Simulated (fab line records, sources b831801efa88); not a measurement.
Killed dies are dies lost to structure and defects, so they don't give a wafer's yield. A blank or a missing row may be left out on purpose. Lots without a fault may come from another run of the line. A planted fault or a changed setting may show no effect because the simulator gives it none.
fab line records | flow sky130 | part 1 of 2: steps 1 to 29 of 39
record lots=5 wafers=15 last_day=50
route steps=708 shown SD_N@349 SD_P@359 RES_XHIGH@360 SALICIDE@361 LI_CONTACT@362 LOCAL_INTERCONNECT@387
lots that met no fault: from a run of the same line without faults
start_h: hours from the record's first day to the start of the lot's first wafer shown | wait_h: hours since the lot's step before | " the same as in the row above | L1.1+2: a row that stands for several wafers | - no value, or no start given | * or withheld: withheld | < > ~ a bound
route shown NAME@n: a module of which the file shows steps, and the number in the route of the first | usual: mean/standard deviation of fault-free wafers | same: alike in all rows | chamber/n: place in a boat | sites: the reading at each site | _std_site: their standard deviation | _edge_site: outer sites' mean less inner sites' | radius_mm: how far each site lies from the wafer's centre | mask NAME#n: copy n | behind: the tool/chamber that last shaped the wafer | hold: why the lot was held/for how many hours/how that ended | device: the transistor (n, p or np) that didn't switch | end of line: the same wafers' tests at the end of the route | a step without rows: its recipe alone | killed: dies lost to structure and defects at the first sort, not the wafer's yield | map: a wafer's dies, x killed, . not, _ none there
set.NAME: the setting as run; set.NAME@STEP: as run at that earlier step | model.NAME: the simulator's own value behind a step, which no gauge read
lots at some steps of the route; a table a step, a row a wafer
services: from which hour (start_h, from the record's first day; less than 0 if before it) a tool's chamber was out of use, for how many hours, and why
## steps
# step SKY_SD_N_CD_MEAS_07
# recipe target_cd_nm=380
# usual cd_nm=379.9/3
# columns lot.wafer tool chamber start_h wait_h cd_nm
L076.1 cd_sem-02 - 669.62 0.1 377.8
L076.2 " - " " 377.2
L076.5 " - " " 375.7
L084.4 cd_sem-01 - 730.08 0.1 381.9
L084.5 " - " " 379.5
L084.6 " - " " 383.1
L090.1 cd_sem-01 - 777.77 0.1 380.7
L090.2 " - " " 380.4
L090.4 " - " " 380.9
L092.3 cd_sem-02 - 783.21 0.1 375.4
L092.4 " - " " 376.5
L092.5 " - " " 374.8
L095.3 cd_sem-02 - 807.96 0.1 379.8
L095.4 " - " " 380.2
L095.6 " - " " 378.9
# step SKY_SD_N_OVL_MEAS_08
# usual SD_N_OVL=0.3/1.3
# columns lot.wafer tool chamber start_h wait_h SD_N_OVL[nm]
L076.1 overlay-01 - 669.74 0.1 -0.9
L076.2 " - " " -0.8
L076.5 " - " " 0.8
L084.4 overlay-01 - 730.16 0.1 2.0
L084.5 " - " " 0.3
L084.6 " - " " -0.2
L090.1 overlay-02 - 777.89 0.1 -0.6
L090.2 " - " " 0.6
L090.4 " - " " -1.1
L092.3 overlay-02 - 783.30 0.1 -0.2
L092.4 " - " " -2.2
L092.5 " - " " 0.0
L095.3 overlay-02 - 808.05 0.1 -1.7
L095.4 " - " " -1.8
L095.6 " - " " -0.1
# step SKY_SD_N_IMPLANT_09
# recipe species=As energy_kev=50 dose_cm2=4e+15 tilt_deg=0
# usual tilt_deg=0.000/0.02
# columns lot.wafer tool chamber start_h wait_h tilt_deg
L076.1 implanter-01 0 669.78 0.0 -0.004
L076.2 " 0 " " -0.025
L076.5 " 0 " " -0.021
L084.4 implanter-01 0 730.25 0.1 0.013
L084.5 " 0 " " 0.005
L084.6 " 0 " " -0.004
L090.1 implanter-01 0 777.93 0.0 0.007
L090.2 " 0 " " -0.020
L090.4 " 0 " " 0.022
L092.3 implanter-04 0 783.38 0.1 -0.023
L092.4 " 0 " " -0.002
L092.5 " 0 " " -0.027
L095.3 implanter-04 0 808.13 0.1 0.037
L095.4 " 0 " " 0.026
L095.6 " 0 " " 0.006
# step SKY_SD_N_IMPLANT_10
# recipe species=P energy_kev=20 dose_cm2=1e+14 tilt_deg=0
# usual tilt_deg=0.003/0.019
# columns lot.wafer tool chamber start_h wait_h tilt_deg
L076.1 implanter-01 0 669.93 0.1 0.003
L076.2 " 0 " " 0.016
L076.5 " 0 " " 0.026
L084.4 implanter-01 0 730.40 0.1 -0.011
L084.5 " 0 " " -0.008
L084.6 " 0 " " -0.010
L090.1 implanter-01 0 778.08 0.1 0.006
L090.2 " 0 " " 0.005
L090.4 " 0 " " -0.015
L092.3 implanter-04 0 783.53 0.1 -0.015
L092.4 " 0 " " 0.025
L092.5 " 0 " " -0.025
L095.3 implanter-04 0 808.28 0.1 0.006
L095.4 " 0 " " 0.001
L095.6 " 0 " " -0.006
# step SKY_SD_N_STRIP_11
# recipe chemistry=O2/N2 power_w=1400 pressure_mtorr=1500 platen_temp_c=withheld o2_flow_sccm=3000 n2_flow_sccm=300 overash_fraction=0.5
# usual drypump_motor_current_A=5.87/0.25 o2_flow_sccm=3000/9.1 oes_product_au=0.527/0.0043 strip_time_to_endpoint_s=22.54/0.041
# columns lot.wafer tool chamber start_h wait_h drypump_motor_current_A o2_flow_sccm oes_product_au rf_hours_counter_h strip_time_to_endpoint_s
L076.1 plasma_asher-04 1 670.08 0.1 5.85 2996 0.524 55 22.58
L076.2 " 0 " " 5.65 2989 0.528 55 22.61
L076.5 " 1 " " 5.86 2998 0.519 - 22.57
L084.4 plasma_asher-02 1 730.51 0.1 5.37 2990 0.531 - 22.59
L084.5 " 0 " " 5.76 2986 0.522 - 22.61
L084.6 " 1 " " 5.35 2994 0.529 - 22.58
L090.1 plasma_asher-03 0 778.23 0.1 5.98 2990 0.527 95 22.51
L090.2 " 1 " " 6.21 2983 0.531 95 22.51
L090.4 " 1 " " 6.22 2997 0.526 - 22.51
L092.3 plasma_asher-03 0 783.66 0.1 5.96 3017 0.526 - 22.55
L092.4 " 1 " " 6.19 2997 0.528 - 22.52
L092.5 " 1 " " 6.21 3006 0.526 - 22.52
L095.3 plasma_asher-03 0 808.41 0.1 5.95 2985 0.524 - 22.52
L095.4 " 1 " " 6.21 3013 0.529 - 22.50
L095.6 " 0 " " 5.95 2980 0.521 - 22.55
# step SKY_SD_N_TW_MEAS_12
# usual SD_N_TW=3975/29
# columns lot.wafer tool chamber start_h wait_h SD_N_TW
L076.1 film_metro-04 - 670.18 0.1 3963
L076.2 " - " " 3949
L076.5 " - " " 3964
L084.4 film_metro-04 - 730.61 0.1 3967
L084.5 " - " " 3983
L084.6 " - " " 3938
L090.1 film_metro-03 - 778.33 0.1 4045
L090.2 " - " " 4040
L090.4 " - " " 4038
L092.3 film_metro-04 - 783.75 0.1 3971
L092.4 " - " " 3978
L092.5 " - " " 3977
L095.3 film_metro-01 - 808.50 0.1 3934
L095.4 " - " " 3936
L095.6 " - " " 3925
# step SKY_SD_N_CLEAN_13
# recipe chemistry=SC1/SC2 mix=1:4:20 temp_c=70 time_s=150 dry=n2_spin
# columns lot.wafer tool chamber start_h wait_h
L076.1+2+5 wet_bench-02 0 670.24 0.1
L084.4+5+6 wet_bench-03 2 730.64 0.0
L090.1+2+4 wet_bench-02 0 778.39 0.1
L092.3+4+5 wet_bench-03 0 783.79 0.0
L095.3+4+6 wet_bench-03 1 808.54 0.0
# step SKY_SD_N_RTA_14
# recipe temp_c=1075 time_s=2 idle_temp_c=650 ramp_up_c_per_s=150 ramp_down_c_per_s=90 ambient=N2
# usual lamp_power_pct=15.73/0.054 ramp_up_c_per_s=150.00/0.027 wafer_temp_C_max=1078.1/1.3
# columns lot.wafer tool chamber start_h wait_h lamp_power_pct ramp_up_c_per_s wafer_temp_C_max
L076.1 rtp_anneal-01 0 670.29 0.0 15.63 149.94 1077.8
L076.2 " 0 " " 15.71 149.95 1078.8
L076.5 " 0 " " 15.76 150.04 1077.9
L084.4 rtp_anneal-01 0 730.72 0.0 15.83 150.00 1080.4
L084.5 " 0 " " 15.73 150.00 1076.1
L084.6 " 0 " " 15.71 150.00 1078.1
L090.1 rtp_anneal-01 0 778.45 0.0 15.76 150.01 1077.8
L090.2 " 0 " " 15.82 149.98 1077.0
L090.4 " 0 " " 15.71 149.97 1076.2
L092.3 rtp_anneal-01 0 783.86 0.0 15.67 150.02 1078.2
L092.4 " 0 " " 15.67 150.00 1078.1
L092.5 " 0 " " 15.82 149.96 1079.6
L095.3 rtp_anneal-02 0 808.61 0.0 15.68 150.02 1079.3
L095.4 " 0 " " 15.73 150.04 1076.1
L095.6 " 0 " " 15.71 149.99 1079.0
# step SKY_SD_N_RS_MEAS_16
# recipe thk_meas_gauge=four-point-probe
# usual SD_N_RS=68.58/0.12
# columns lot.wafer tool chamber start_h wait_h SD_N_RS[ohm/sq]
L076.1 film_metro-01 - 670.47 0.1 68.60
L076.2 " - " " 68.66
L076.5 " - " " 68.46
L084.4 film_metro-03 - 730.93 0.1 68.63
L084.5 " - " " 68.64
L084.6 " - " " 68.62
L090.1 film_metro-03 - 778.62 0.1 68.60
L090.2 " - " " 68.59
L090.4 " - " " 68.51
L092.3 film_metro-01 - 784.05 0.1 68.77
L092.4 " - " " 68.50
L092.5 " - " " 68.56
L095.3 film_metro-01 - 808.80 0.1 68.73
L095.4 " - " " 68.66
L095.6 " - " " 68.69
# step SKY_SD_N_RS_MEAS_17
# recipe thk_meas_gauge=four-point-probe
# usual SD_P_RS=147.2/0.41
# columns lot.wafer tool chamber start_h wait_h SD_P_RS[ohm/sq]
L076.1 film_metro-01 - 670.59 0.1 146.7
L076.2 " - " " 146.9
L076.5 " - " " 146.7
L084.4 film_metro-03 - 731.05 0.1 147.7
L084.5 " - " " 147.3
L084.6 " - " " 147.1
L090.1 film_metro-03 - 778.74 0.1 147.7
L090.2 " - " " 147.2
L090.4 " - " " 147.5
L092.3 film_metro-01 - 784.17 0.1 147.5
L092.4 " - " " 147.1
L092.5 " - " " 146.7
L095.3 film_metro-01 - 808.92 0.1 147.6
L095.4 " - " " 147.5
L095.6 " - " " 147.7
# step SKY_SD_N_RS_MEAS_18
# recipe thk_meas_gauge=four-point-probe
# usual RES_XHIGH_RS=333.0/1.1
# columns lot.wafer tool chamber start_h wait_h RES_XHIGH_RS[ohm/sq]
L076.1 film_metro-01 - 670.71 0.1 335.6
L076.2 " - " " 334.7
L076.5 " - " " 335.2
L084.4 film_metro-03 - 731.17 0.1 333.2
L084.5 " - " " 332.9
L084.6 " - " " 332.5
L090.1 film_metro-03 - 778.86 0.1 332.9
L090.2 " - " " 333.2
L090.4 " - " " 333.1
L092.3 film_metro-01 - 784.29 0.1 332.6
L092.4 " - " " 332.4
L092.5 " - " " 332.7
L095.3 film_metro-01 - 809.04 0.1 334.4
L095.4 " - " " 333.6
L095.6 " - " " 334.7
# step SKY_SALICIDE_CLEAN_00
# recipe chemistry=HF-last time_s=30 dilution=100:1 dry=ipa_marangoni
# columns lot.wafer tool chamber start_h wait_h
L076.1+2+5 wet_bench-02 1 670.83 0.1
L084.4+5+6 wet_bench-02 3 731.23 0.0
L090.1+2+4 wet_bench-01 3 778.98 0.1
L092.3+4+5 wet_bench-03 3 784.37 0.1
L095.3+4+6 wet_bench-01 1 809.12 0.1
# step SKY_LI_CONTACT_HDPCVD_00
# recipe material=PSG target_thk_nm=930 sigma_open_frac=0.3 time_s=155 temp_c=600 sih4_flow_sccm=60 pressure_mtorr=6
# columns lot.wafer tool chamber start_h wait_h
L076.1+2+5 hdpcvd-01 0,2,2 670.84 0.0
L084.4+5+6 hdpcvd-02 1,0,2 731.30 0.1
L090.1+2+4 hdpcvd-02 0,1,2 779.00 0.0
L092.3+4+5 hdpcvd-01 1,0,2 784.39 0.0
L095.3+4+6 hdpcvd-01 1,2,0 809.14 0.0
# step SKY_LI_CONTACT_THK_MEAS_01
# recipe reads=PSG_of_LI_CONTACT_HDPCVD_00
# usual LI_CONTACT_HDPCVD_THK=933/12
# columns lot.wafer tool chamber start_h wait_h LI_CONTACT_HDPCVD_THK[nm]
L076.1 film_metro-03 - 670.95 0.1 921
L076.2 " - " " 911
L076.5 " - " " 920
L084.4 film_metro-01 - 731.38 0.0 938
L084.5 " - " " 938
L084.6 " - " " 960
L090.1 film_metro-04 - 779.10 0.1 950
L090.2 " - " " 948
L090.4 " - " " 953
L092.3 film_metro-03 - 784.51 0.1 919
L092.4 " - " " 930
L092.5 " - " " 929
L095.3 film_metro-03 - 809.26 0.1 921
L095.4 " - " " 916
L095.6 " - " " 916
# step SKY_LI_CONTACT_CMP_02
# recipe material=PSG down_force_psi=4 platen_rpm=60 pad_velocity_m_s=0.94248
# usual motor_current_A=11.3/0.77 time_to_endpoint_s=32.6/2.7
# columns lot.wafer tool chamber start_h wait_h motor_current_A time_to_endpoint_s
L076.2 cmp-01 2 671.12 0.2 10.7 32.5
L076.1 " 0 " " 10.4 31.1
L076.5 " 2 " " 11.3 35.1
L084.4 cmp-02 0 731.51 0.1 11.2 37.8
L084.5 " 3 " " 10.5 34.2
L084.6 " 0 " " 10.9 35.8
L090.1 cmp-02 3 779.21 0.1 9.9 35.8
L090.4 " 0 " " 10.7 37.9
L090.2 " 1 " " 11.6 32.4
L092.4 cmp-02 2 784.65 0.1 10.9 36.3
L092.3 " 3 " " 10.2 30.3
L092.5 " 1 " " 11.9 31.2
L095.4 cmp-02 2 809.30 0.0 10.5 30.1
L095.3 " 3 " " 9.8 31.5
L095.6 " 3 " " 10.8 30.5
# step SKY_LI_CONTACT_BOW_MEAS_03
# recipe mode=bow
# usual LI_CONTACT_BOW=56/7
# columns lot.wafer tool chamber start_h wait_h LI_CONTACT_BOW[um]
L076.1 film_metro-03 - 671.37 0.1 47
L076.2 " - " " 63
L076.5 " - " " 49
L084.4 film_metro-03 - 731.82 0.3 42
L084.5 " - " " 46
L084.6 " - " " 60
L090.1 film_metro-04 - 779.46 0.2 55
L090.2 " - " " 43
L090.4 " - " " 50
L092.3 film_metro-03 - 784.89 0.1 68
L092.4 " - " " 74
L092.5 " - " " 57
L095.3 film_metro-01 - 809.64 0.2 45
L095.4 " - " " 42
L095.6 " - " " 50
# step SKY_LI_CONTACT_DEHYDRATE_04
# recipe temp_c=200 time_s=60
# columns lot.wafer tool chamber start_h wait_h
L076.1+2+5 litho_track-03 0 685.27 13.9
L084.4+5+6 litho_track-03 0 745.65 13.8
L090.1+2+4 litho_track-01 0 792.14 12.7
L092.3+4+5 litho_track-04 0 797.34 12.4
L095.3+4+6 litho_track-01 0 822.84 13.2
# step SKY_LI_CONTACT_HMDS_05
# recipe prime_time_s=60 prime_temp_c=120
# columns lot.wafer tool chamber start_h wait_h
L076.1+2+5 litho_track-03 0 685.42 0.1
L084.4+5+6 litho_track-03 0 745.80 0.1
L090.1+2+4 litho_track-01 0 792.29 0.1
L092.3+4+5 litho_track-04 0 797.49 0.1
L095.3+4+6 litho_track-01 0 822.99 0.1
# step SKY_LI_CONTACT_COAT_06
# recipe resist=BARC temp_c=withheld time_s=withheld spin_rpm=3000 resist_thk_nm=60
# columns lot.wafer tool chamber start_h wait_h
L076.1+2+5 litho_track-03 0 685.57 0.1
L084.4+5+6 litho_track-03 0 745.95 0.1
L090.1+2+4 litho_track-01 0 792.44 0.1
L092.3+4+5 litho_track-04 0 797.64 0.1
L095.3+4+6 litho_track-01 0 823.14 0.1
# step SKY_LI_CONTACT_COAT_07
# recipe resist=KrF-thick spin_rpm=3000 resist_thk_nm=450
# columns lot.wafer tool chamber start_h wait_h
L076.1+2+5 litho_track-03 0 - -
L084.4+5+6 litho_track-03 0 - -
L090.1+2+4 litho_track-01 0 - -
L092.3+4+5 litho_track-04 0 - -
L095.3+4+6 litho_track-01 0 - -
# step SKY_LI_CONTACT_SOFTBAKE_08
# recipe temp_c=100 time_s=90 resist=KrF-thick
# columns lot.wafer tool chamber start_h wait_h
L076.1+2+5 litho_track-03 0 - -
L084.4+5+6 litho_track-03 0 - -
L090.1+2+4 litho_track-01 0 - -
L092.3+4+5 litho_track-04 0 - -
L095.3+4+6 litho_track-01 0 - -
# step SKY_LI_CONTACT_EXPOSE_09
# recipe mask_id=LICM1 na=0.8 source_shape=annular sigma_inner=0.55 sigma_outer=0.85 target_cd_nm=170 dose_mj=38
# same sigma_inner=0.55
# columns lot.wafer tool chamber start_h wait_h mask
L076.1+2+5 krf_scanner-01 0 - - LICM1#0
L084.4+5+6 krf_scanner-02 0 - - LICM1#0
L090.1+2+4 krf_scanner-01 0 - - LICM1#0
L092.3+4+5 krf_scanner-01 0 - - LICM1#0
L095.3+4+6 krf_scanner-02 0 - - LICM1#0
# step SKY_LI_CONTACT_PEB_10
# recipe peb_temp_c=withheld peb_time_s=withheld resist=KrF-thick
# columns lot.wafer tool chamber start_h wait_h
L076.1+2+5 litho_track-04 0 - -
L084.4+5+6 litho_track-01 0 - -
L090.1+2+4 litho_track-04 0 - -
L092.3+4+5 litho_track-01 0 - -
L095.3+4+6 litho_track-04 0 - -
# step SKY_LI_CONTACT_DEVELOP_11
# recipe develop_time_s=60 resist=KrF-thick dev_temp_c=21
# columns lot.wafer tool chamber start_h wait_h
L076.1+2+5 litho_track-04 0 - -
L084.4+5+6 litho_track-01 0 - -
L090.1+2+4 litho_track-04 0 - -
L092.3+4+5 litho_track-01 0 - -
L095.3+4+6 litho_track-04 0 - -
# step SKY_LI_CONTACT_CD_MEAS_12
# recipe target_cd_nm=170
# usual cd_nm=169.8/1.1
# columns lot.wafer tool chamber start_h wait_h cd_nm
L076.1 cd_sem-02 - 699.09 - 168.7
L076.2 " - " " 171.2
L076.5 " - " " 168.7
L084.4 cd_sem-02 - 759.15 - 170.1
L084.5 " - " " 170.3
L084.6 " - " " 170.4
L090.1 cd_sem-02 - 805.64 - 170.3
L090.2 " - " " 169.0
L090.4 " - " " 169.9
L092.3 cd_sem-02 - 810.87 - 168.4
L092.4 " - " " 168.3
L092.5 " - " " 168.9
L095.3 cd_sem-01 - 836.43 - 170.3
L095.4 " - " " 170.1
L095.6 " - " " 170.0
# step SKY_LI_CONTACT_OVL_MEAS_13
# usual LI_CONTACT_OVL=-5/5
# columns lot.wafer tool chamber start_h wait_h LI_CONTACT_OVL[nm]
L076.1 overlay-01 - 699.21 0.1 -1
L076.2 " - " " -1
L076.5 " - " " -6
L084.4 overlay-01 - 759.23 0.1 -2
L084.5 " - " " -7
L084.6 " - " " -7
L090.1 overlay-02 - 805.76 0.1 -15
L090.2 " - " " -10
L090.4 " - " " -8
L092.3 overlay-02 - 810.96 0.1 -2
L092.4 " - " " -6
L092.5 " - " " -9
L095.3 overlay-02 - 836.52 0.1 -9
L095.4 " - " " -6
L095.6 " - " " -4
# step SKY_LI_CONTACT_ETCH_14
# recipe chemistry=N2/H2 target=BARC ion_energy_ev=200 source_w=500 bias_w=100 pressure_mtorr=30 n2_flow_sccm=100 h2_flow_sccm=200 stop_on=SiO2 time_s=45.9 target_depth_a=600
# usual drypump_motor_current_A=5.7/0.47 oes_product_au=0.854/0.0051 throttle_valve_pct=13.224/0.0081
# columns lot.wafer tool chamber start_h wait_h drypump_motor_current_A oes_product_au rf_hours_counter_h throttle_valve_pct
L076.1 rie_diel-03 2 699.24 0.0 6.0 0.859 48 13.231
L076.2 " 0 " " 6.2 0.855 1 13.224
L076.5 " 1 " " 6.0 0.858 - 13.234
L084.4 rie_diel-03 3 759.27 0.0 6.1 0.846 - 13.217
L084.5 " 0 " " 6.2 0.856 - 13.220
L084.6 " 1 " " 6.0 0.855 - 13.212
L090.1 rie_diel-03 3 805.79 0.0 6.1 0.853 15 13.218
L090.2 " 0 " " 6.2 0.858 4 13.223
L090.4 " 1 " " 6.0 0.852 12 13.222
L092.3 rie_diel-03 2 810.98 0.0 6.0 0.854 1 13.224
L092.4 " 1 " " 6.0 0.863 - 13.222
L092.5 " 2 " " 6.0 0.862 - 13.229
L095.3 rie_diel-03 2 836.54 0.0 6.0 0.847 2 13.215
L095.4 " 0 " " 6.2 0.852 4 13.217
L095.6 " 3 " " 6.1 0.850 - 13.229
# step SKY_LI_CONTACT_ETCH_15
# recipe target=PSG chemistry=C4F8/O2/Ar stop_on=Si taper_deg=4.15 mask_material=KrF-thick source_w=1500 bias_w=1200 pressure_mtorr=40 c4f8_flow_sccm=withheld O2_flow_sccm=6 Ar_flow_sccm=300 time_s=withheld target_depth_a=6000
# usual oes_product_au=0.837/0.0053
# columns lot.wafer tool chamber start_h wait_h oes_product_au
L076.1 rie_diel-03 2 699.29 0.0 0.831
L076.2 " 0 " " 0.846
L076.5 " 1 " " 0.843
L084.4 rie_diel-03 3 759.33 0.0 0.838
L084.5 " 0 " " 0.836
L084.6 " 1 " " 0.836
L090.1 rie_diel-03 3 805.84 0.0 0.830
L090.2 " 0 " " 0.838
L090.4 " 1 " " 0.838
L092.3 rie_diel-03 2 811.03 0.0 0.836
L092.4 " 1 " " 0.836
L092.5 " 2 " " 0.841
L095.3 rie_diel-03 2 836.59 0.0 0.837
L095.4 " 0 " " 0.835
L095.6 " 3 " " 0.834
# step SKY_LI_CONTACT_STRIP_16
# recipe chemistry=O2/N2 power_w=1400 pressure_mtorr=1500 platen_temp_c=withheld o2_flow_sccm=3000 n2_flow_sccm=300 overash_fraction=0.5
# usual drypump_motor_current_A=5.87/0.25 o2_flow_sccm=3000/8.3 oes_product_au=0.376/0.0042 strip_time_to_endpoint_s=3.51/0.032
# columns lot.wafer tool chamber start_h wait_h drypump_motor_current_A o2_flow_sccm oes_product_au rf_hours_counter_h strip_time_to_endpoint_s
L076.1 plasma_asher-04 1 699.37 - 5.85 2986 0.381 57 3.51
L076.2 " 0 " " 5.73 2987 0.375 57 3.54
L076.5 " 1 " " 5.86 3007 0.371 - 3.51
L084.4 plasma_asher-01 1 759.41 - 5.99 3008 0.381 - 3.55
L084.5 " 1 " " 6.02 3003 0.377 - 3.55
L084.6 " 0 " " 5.45 3002 0.377 - 3.53
L090.1 plasma_asher-03 1 805.92 - 6.20 3003 0.379 98 3.56
L090.2 " 0 " " 5.97 3001 0.371 98 3.54
L090.4 " 1 " " 6.22 3003 0.381 - 3.52
L092.3 plasma_asher-03 0 811.14 - 5.96 3009 0.382 - 3.51
L092.4 " 1 " " 6.20 2989 0.371 - 3.51
L092.5 " 1 " " 6.21 2998 0.375 - 3.54
L095.3 plasma_asher-03 0 836.71 - 5.98 2994 0.373 - 3.48
L095.4 " 1 " " 6.21 3008 0.372 - 3.46
L095.6 " 0 " " 5.98 2995 0.378 - 3.53
